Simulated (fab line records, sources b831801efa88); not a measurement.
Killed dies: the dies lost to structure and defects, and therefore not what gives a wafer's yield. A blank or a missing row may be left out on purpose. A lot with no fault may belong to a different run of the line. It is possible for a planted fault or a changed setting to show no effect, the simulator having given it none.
The tool behind it: which one? / flow gf180mcu / 36 wafers from 12 lots sampled at 5 of the route's 602 steps

## WHAT THE GAUGES READ, wafer by wafer
GF_VT_IMPLANT_OVL_MEAS_07. Usual: VT_IMPLANT_OVL 0.1 nm, standard deviation 1.3.
lot=L571; measured=day 5 15:38; on=overlay-01; VT_IMPLANT_OVL (nm)=-0.1 -0.7 0.5; flag=
lot=L572; measured=day 5 22:38; on=overlay-02; VT_IMPLANT_OVL (nm)=-0.6 -0.4 -0.4; flag=
lot=L580; measured=day 8 01:36; on=overlay-02; VT_IMPLANT_OVL (nm)=3.5 1.9 1.7; flag=
lot=L582; measured=day 8 10:44; on=overlay-01; VT_IMPLANT_OVL (nm)=0.5 0.6 0.2; flag=
lot=L583; measured=day 8 16:50; on=overlay-02; VT_IMPLANT_OVL (nm)=-1.6 -1.0 -0.6; flag=
lot=L587; measured=day 9 17:32; on=overlay-02; VT_IMPLANT_OVL (nm)=-0.3 -1.4 -0.4; flag=
lot=L588; measured=day 10 01:30; on=overlay-02; VT_IMPLANT_OVL (nm)=2.7 2.3 3.1; flag=
lot=L589; measured=day 10 04:48; on=overlay-01; VT_IMPLANT_OVL (nm)=-0.3 -0.7 -0.6; flag=
lot=L590; measured=day 10 12:52; on=overlay-02; VT_IMPLANT_OVL (nm)=2.8 1.2 0.4; flag=
lot=L592; measured=day 11 00:02; on=overlay-02; VT_IMPLANT_OVL (nm)=0.3 0.3 1.7; flag=
lot=L593; measured=day 11 04:41; on=overlay-01; VT_IMPLANT_OVL (nm)=-3.2 -3.1 -1.1; flag=
lot=L594; measured=day 11 14:44; on=overlay-01; VT_IMPLANT_OVL (nm)=-0.9 -0.1 0.3; flag=

GF_POLY_GATE_CD_MEAS_10 targets a cd of 280 nm. Usual: cd_nm at 279.9 nm, with a standard deviation of 1.4.
lot=L571; measured=day 9 05:22; on=cd_sem-02; cd_nm (nm)=278.4 279.4 277.0; flag=
lot=L572; measured=day 9 10:56; on=cd_sem-01; cd_nm (nm)=281.1 280.3 280.0; flag=
lot=L580; measured=day 12 00:04; on=cd_sem-02; cd_nm (nm)=280.8 280.2 280.5; flag=
lot=L582; measured=day 12 10:40; on=cd_sem-02; cd_nm (nm)=280.5 279.7 280.7; flag=
lot=L583; measured=day 12 17:55; on=cd_sem-01; cd_nm (nm)=280.9 280.7 278.8; flag=
lot=L587; measured=day 13 22:46; on=cd_sem-02; cd_nm (nm)=282.3 282.9 280.9; flag=
lot=L588; measured=day 14 07:10; on=cd_sem-02; cd_nm (nm)=278.1 278.6 278.9; flag=
lot=L589; measured=day 14 12:13; on=cd_sem-02; cd_nm (nm)=283.6 281.5 282.0; flag=
lot=L590; measured=day 14 21:08; on=cd_sem-02; cd_nm (nm)=280.1 280.3 279.6; flag=
lot=L592; measured=day 15 10:16; on=cd_sem-02; cd_nm (nm)=281.2 281.0 281.2; flag=
lot=L593; measured=day 15 16:03; on=cd_sem-01; cd_nm (nm)=278.4 279.2 279.1; flag=
lot=L594; measured=day 16 05:07; on=cd_sem-01; cd_nm (nm)=283.2 281.6 282.8; flag=

## WHAT TOOL EACH LOT RAN ON (gives the tool, then ch and the chambers of the sampled wafers, and finally the start)
lot=L571; GF_MVSD_STRIP_10=plasma_asher-02 ch 0, day 4 10:58; GF_MVPSD_COAT_02=litho_track-01 ch 0, day 4 17:47; GF_MVPSD_STRIP_10=plasma_asher-03 ch 0,1, day 5 01:15
lot=L572; GF_MVSD_STRIP_10=plasma_asher-02 ch 0,1, day 4 17:25; GF_MVPSD_COAT_02=litho_track-01 ch 0, day 5 00:22; GF_MVPSD_STRIP_10=plasma_asher-01 ch 0,1, day 5 07:45
lot=L580; GF_MVSD_STRIP_10=plasma_asher-04 ch 0,1, day 6 17:53; GF_MVPSD_COAT_02=litho_track-02 ch 0, day 7 01:16; GF_MVPSD_STRIP_10=plasma_asher-01 ch 0,1, day 7 09:57
lot=L582; GF_MVSD_STRIP_10=plasma_asher-02 ch 0,1, day 7 02:51; GF_MVPSD_COAT_02=litho_track-02 ch 0, day 7 10:22; GF_MVPSD_STRIP_10=plasma_asher-03 ch 0,1, day 7 18:54
lot=L583; GF_MVSD_STRIP_10=plasma_asher-04 ch 0,1, day 7 08:58; GF_MVPSD_COAT_02=litho_track-02 ch 0, day 7 16:10; GF_MVPSD_STRIP_10=plasma_asher-03 ch 0,1, day 8 01:00
lot=L587; GF_MVSD_STRIP_10=plasma_asher-02 ch 0,1, day 8 07:49; GF_MVPSD_COAT_02=litho_track-03 ch 0, day 8 15:50; GF_MVPSD_STRIP_10=plasma_asher-03 ch 0,1, day 9 00:21
lot=L588; GF_MVSD_STRIP_10=plasma_asher-04 ch 0,1, day 8 15:15; GF_MVPSD_COAT_02=litho_track-03 ch 0, day 8 23:02; GF_MVPSD_STRIP_10=plasma_asher-02 ch 0,1, day 9 07:59
lot=L589; GF_MVSD_STRIP_10=plasma_asher-01 ch 0,1, day 8 17:50; GF_MVPSD_COAT_02=litho_track-03 ch 0, day 9 01:41; GF_MVPSD_STRIP_10=plasma_asher-03 ch 0,1, day 9 10:58
lot=L590; GF_MVSD_STRIP_10=plasma_asher-02 ch 0,1, day 9 01:34; GF_MVPSD_COAT_02=litho_track-03 ch 0, day 9 09:59; GF_MVPSD_STRIP_10=plasma_asher-03 ch 0,1, day 9 18:51
lot=L592; GF_MVSD_STRIP_10=plasma_asher-02 ch 0,1, day 9 12:13; GF_MVPSD_COAT_02=litho_track-02 ch 0, day 9 20:37; GF_MVPSD_STRIP_10=plasma_asher-03 ch 0,1, day 10 05:43
lot=L593; GF_MVSD_STRIP_10=plasma_asher-01 ch 0,1, day 9 16:14; GF_MVPSD_COAT_02=litho_track-02 ch 0, day 10 01:10; GF_MVPSD_STRIP_10=plasma_asher-03 ch 0,1, day 10 10:34
lot=L594; GF_MVSD_STRIP_10=plasma_asher-02 ch 0,1, day 10 02:16; GF_MVPSD_COAT_02=litho_track-02 ch 0, day 10 10:49; GF_MVPSD_STRIP_10=plasma_asher-02 ch 0,1, day 10 20:22
- GF_MVSD_STRIP_10: strips in O2/N2.
- GF_MVPSD_COAT_02: resist thk 3000 nm.
- GF_MVPSD_STRIP_10: strips in O2/N2.

## WHAT THE TOOLS THEMSELVES READ (means of the sampled wafers that have a number; where no wafer has one, the mark that the record gives instead)
GF_MVSD_STRIP_10. Usual: chamber_pressure_mTorr 1499.9 mTorr, standard deviation 1.4; drypump_motor_current_A 6.0 A, standard deviation 0.42; heater_power_w 346 W, standard deviation 8.6; n2_flow_sccm 300.1 sccm, standard deviation 0.97; oes_product_au 0.722 a.u., standard deviation 0.0044; strip_time_to_endpoint_s 36.93 s, standard deviation 0.098.
lot=L571; tool=plasma_asher-02; chamber_pressure_mTorr (mTorr)=1500.9; drypump_motor_current_A (A)=6.5; heater_power_w (W)=350; n2_flow_sccm (sccm)=299.7; oes_product_au (a.u.)=0.723; strip_time_to_endpoint_s (s)=37.08; flag=
lot=L572; tool=plasma_asher-02; chamber_pressure_mTorr (mTorr)=1499.0; drypump_motor_current_A (A)=6.4; heater_power_w (W)=346; n2_flow_sccm (sccm)=300.0; oes_product_au (a.u.)=0.725; strip_time_to_endpoint_s (s)=36.85; flag=
lot=L580; tool=plasma_asher-04; chamber_pressure_mTorr (mTorr)=1498.2; drypump_motor_current_A (A)=5.5; heater_power_w (W)=337; n2_flow_sccm (sccm)=299.0; oes_product_au (a.u.)=0.722; strip_time_to_endpoint_s (s)=36.92; flag=
lot=L582; tool=plasma_asher-02; chamber_pressure_mTorr (mTorr)=1500.5; drypump_motor_current_A (A)=6.2; heater_power_w (W)=345; n2_flow_sccm (sccm)=301.4; oes_product_au (a.u.)=0.726; strip_time_to_endpoint_s (s)=36.93; flag=
lot=L583; tool=plasma_asher-04; chamber_pressure_mTorr (mTorr)=1499.5; drypump_motor_current_A (A)=5.3; heater_power_w (W)=343; n2_flow_sccm (sccm)=300.8; oes_product_au (a.u.)=0.726; strip_time_to_endpoint_s (s)=36.73; flag=
lot=L587; tool=plasma_asher-02; chamber_pressure_mTorr (mTorr)=1499.1; drypump_motor_current_A (A)=6.3; heater_power_w (W)=345; n2_flow_sccm (sccm)=301.6; oes_product_au (a.u.)=0.722; strip_time_to_endpoint_s (s)=36.93; flag=
lot=L588; tool=plasma_asher-04; chamber_pressure_mTorr (mTorr)=1499.3; drypump_motor_current_A (A)=5.5; heater_power_w (W)=333; n2_flow_sccm (sccm)=301.1; oes_product_au (a.u.)=0.719; strip_time_to_endpoint_s (s)=37.00; flag=
lot=L589; tool=plasma_asher-01; chamber_pressure_mTorr (mTorr)=1500.6; drypump_motor_current_A (A)=6.1; heater_power_w (W)=350; n2_flow_sccm (sccm)=299.5; oes_product_au (a.u.)=0.724; strip_time_to_endpoint_s (s)=36.84; flag=
lot=L590; tool=plasma_asher-02; chamber_pressure_mTorr (mTorr)=1499.7; drypump_motor_current_A (A)=6.3; heater_power_w (W)=346; n2_flow_sccm (sccm)=299.7; oes_product_au (a.u.)=0.722; strip_time_to_endpoint_s (s)=36.93; flag=
lot=L592; tool=plasma_asher-02; chamber_pressure_mTorr (mTorr)=1500.2; drypump_motor_current_A (A)=6.4; heater_power_w (W)=350; n2_flow_sccm (sccm)=300.2; oes_product_au (a.u.)=0.722; strip_time_to_endpoint_s (s)=36.96; flag=
lot=L593; tool=plasma_asher-01; chamber_pressure_mTorr (mTorr)=1500.2; drypump_motor_current_A (A)=6.1; heater_power_w (W)=353; n2_flow_sccm (sccm)=300.0; oes_product_au (a.u.)=0.724; strip_time_to_endpoint_s (s)=36.91; flag=
lot=L594; tool=plasma_asher-02; chamber_pressure_mTorr (mTorr)=1499.4; drypump_motor_current_A (A)=6.3; heater_power_w (W)=341; n2_flow_sccm (sccm)=299.4; oes_product_au (a.u.)=0.717; strip_time_to_endpoint_s (s)=36.87; flag=

GF_MVPSD_COAT_02. Usual: resist_line_temp_C 22.99 C, standard deviation 0.096; spin_speed_rpm 2000.2 rpm, standard deviation 1.2.
lot=L571; tool=litho_track-01; resist_line_temp_C (C)=23.00; spin_speed_rpm (rpm)=1999.6; flag=
lot=L572; tool=litho_track-01; resist_line_temp_C (C)=23.02; spin_speed_rpm (rpm)=2000.5; flag=
lot=L580; tool=litho_track-02; resist_line_temp_C (C)=22.91; spin_speed_rpm (rpm)=1999.9; flag=
lot=L582; tool=litho_track-02; resist_line_temp_C (C)=22.90; spin_speed_rpm (rpm)=1999.9; flag=
lot=L583; tool=litho_track-02; resist_line_temp_C (C)=23.11; spin_speed_rpm (rpm)=2000.0; flag=
lot=L587; tool=litho_track-03; resist_line_temp_C (C)=22.88; spin_speed_rpm (rpm)=2002.1; flag=
lot=L588; tool=litho_track-03; resist_line_temp_C (C)=23.12; spin_speed_rpm (rpm)=2000.1; flag=
lot=L589; tool=litho_track-03; resist_line_temp_C (C)=22.97; spin_speed_rpm (rpm)=1999.8; flag=
lot=L590; tool=litho_track-03; resist_line_temp_C (C)=22.82; spin_speed_rpm (rpm)=1998.8; flag=
lot=L592; tool=litho_track-02; resist_line_temp_C (C)=22.99; spin_speed_rpm (rpm)=1999.6; flag=
lot=L593; tool=litho_track-02; resist_line_temp_C (C)=22.94; spin_speed_rpm (rpm)=1999.4; flag=
lot=L594; tool=litho_track-02; resist_line_temp_C (C)=23.05; spin_speed_rpm (rpm)=1999.6; flag=

GF_MVPSD_STRIP_10. Usual: chamber_pressure_mTorr 1500.1 mTorr, standard deviation 1.4; drypump_motor_current_A 5.7 A, standard deviation 0.49; heater_power_w 385 W, standard deviation 38; n2_flow_sccm 300.1 sccm, standard deviation 0.92; oes_product_au 0.723 a.u., standard deviation 0.0051; strip_time_to_endpoint_s 36.90 s, standard deviation 0.1.
lot=L571; tool=plasma_asher-03; chamber_pressure_mTorr (mTorr)=1500.3; drypump_motor_current_A (A)=5.3; heater_power_w (W)=427; n2_flow_sccm (sccm)=301.1; oes_product_au (a.u.)=0.724; strip_time_to_endpoint_s (s)=36.99; flag=
lot=L572; tool=plasma_asher-01; chamber_pressure_mTorr (mTorr)=1499.8; drypump_motor_current_A (A)=6.0; heater_power_w (W)=355; n2_flow_sccm (sccm)=300.4; oes_product_au (a.u.)=0.725; strip_time_to_endpoint_s (s)=36.85; flag=
lot=L580; tool=plasma_asher-01; chamber_pressure_mTorr (mTorr)=1498.7; drypump_motor_current_A (A)=6.0; heater_power_w (W)=356; n2_flow_sccm (sccm)=299.5; oes_product_au (a.u.)=0.722; strip_time_to_endpoint_s (s)=23.42; flag=OFF
lot=L582; tool=plasma_asher-03; chamber_pressure_mTorr (mTorr)=1500.3; drypump_motor_current_A (A)=5.5; heater_power_w (W)=406; n2_flow_sccm (sccm)=300.9; oes_product_au (a.u.)=0.721; strip_time_to_endpoint_s (s)=23.34; flag=OFF
lot=L583; tool=plasma_asher-03; chamber_pressure_mTorr (mTorr)=1500.7; drypump_motor_current_A (A)=5.5; heater_power_w (W)=402; n2_flow_sccm (sccm)=300.4; oes_product_au (a.u.)=0.723; strip_time_to_endpoint_s (s)=29.99; flag=OFF
lot=L587; tool=plasma_asher-03; chamber_pressure_mTorr (mTorr)=1499.8; drypump_motor_current_A (A)=5.3; heater_power_w (W)=417; n2_flow_sccm (sccm)=299.6; oes_product_au (a.u.)=0.720; strip_time_to_endpoint_s (s)=36.99; flag=
lot=L588; tool=plasma_asher-02; chamber_pressure_mTorr (mTorr)=1500.6; drypump_motor_current_A (A)=6.2; heater_power_w (W)=341; n2_flow_sccm (sccm)=299.6; oes_product_au (a.u.)=0.720; strip_time_to_endpoint_s (s)=36.97; flag=
lot=L589; tool=plasma_asher-03; chamber_pressure_mTorr (mTorr)=1499.9; drypump_motor_current_A (A)=5.5; heater_power_w (W)=401; n2_flow_sccm (sccm)=300.6; oes_product_au (a.u.)=0.723; strip_time_to_endpoint_s (s)=36.98; flag=
lot=L590; tool=plasma_asher-03; chamber_pressure_mTorr (mTorr)=1500.7; drypump_motor_current_A (A)=5.2; heater_power_w (W)=425; n2_flow_sccm (sccm)=299.4; oes_product_au (a.u.)=0.726; strip_time_to_endpoint_s (s)=37.03; flag=
lot=L592; tool=plasma_asher-03; chamber_pressure_mTorr (mTorr)=1500.5; drypump_motor_current_A (A)=5.3; heater_power_w (W)=424; n2_flow_sccm (sccm)=300.6; oes_product_au (a.u.)=0.724; strip_time_to_endpoint_s (s)=36.87; flag=
lot=L593; tool=plasma_asher-03; chamber_pressure_mTorr (mTorr)=1499.4; drypump_motor_current_A (A)=5.3; heater_power_w (W)=415; n2_flow_sccm (sccm)=300.2; oes_product_au (a.u.)=0.725; strip_time_to_endpoint_s (s)=36.75; flag=
lot=L594; tool=plasma_asher-02; chamber_pressure_mTorr (mTorr)=1498.8; drypump_motor_current_A (A)=6.4; heater_power_w (W)=348; n2_flow_sccm (sccm)=299.4; oes_product_au (a.u.)=0.721; strip_time_to_endpoint_s (s)=36.72; flag=

## THE ANSWER, worked out from the rows above alone
Rule: a lot is off if the mean of its wafers that have a number lies more than 3 standard deviations from the usual mean. Also off: a lot with no number at a reading for which 4 or more lots have one. Where the step has rows for the other lots, those lots are counted as sound. Order of review: gauges by route order, followed by the tools' own readings, for which a lot's mean as printed above is used. At the first step where some lot is off, the reading lying furthest off is the one used; lots without a number count as furthest.
Off, at GF_MVPSD_STRIP_10 on strip_time_to_endpoint_s: L580, L582, L583.
If a tool, at that step or one of the process steps before it, ran each lot that is off and ran no sound lot following the first of them, it fits. No candidate that was tried fits.

## WHAT WAS PUT IN BY THE SIMULATOR
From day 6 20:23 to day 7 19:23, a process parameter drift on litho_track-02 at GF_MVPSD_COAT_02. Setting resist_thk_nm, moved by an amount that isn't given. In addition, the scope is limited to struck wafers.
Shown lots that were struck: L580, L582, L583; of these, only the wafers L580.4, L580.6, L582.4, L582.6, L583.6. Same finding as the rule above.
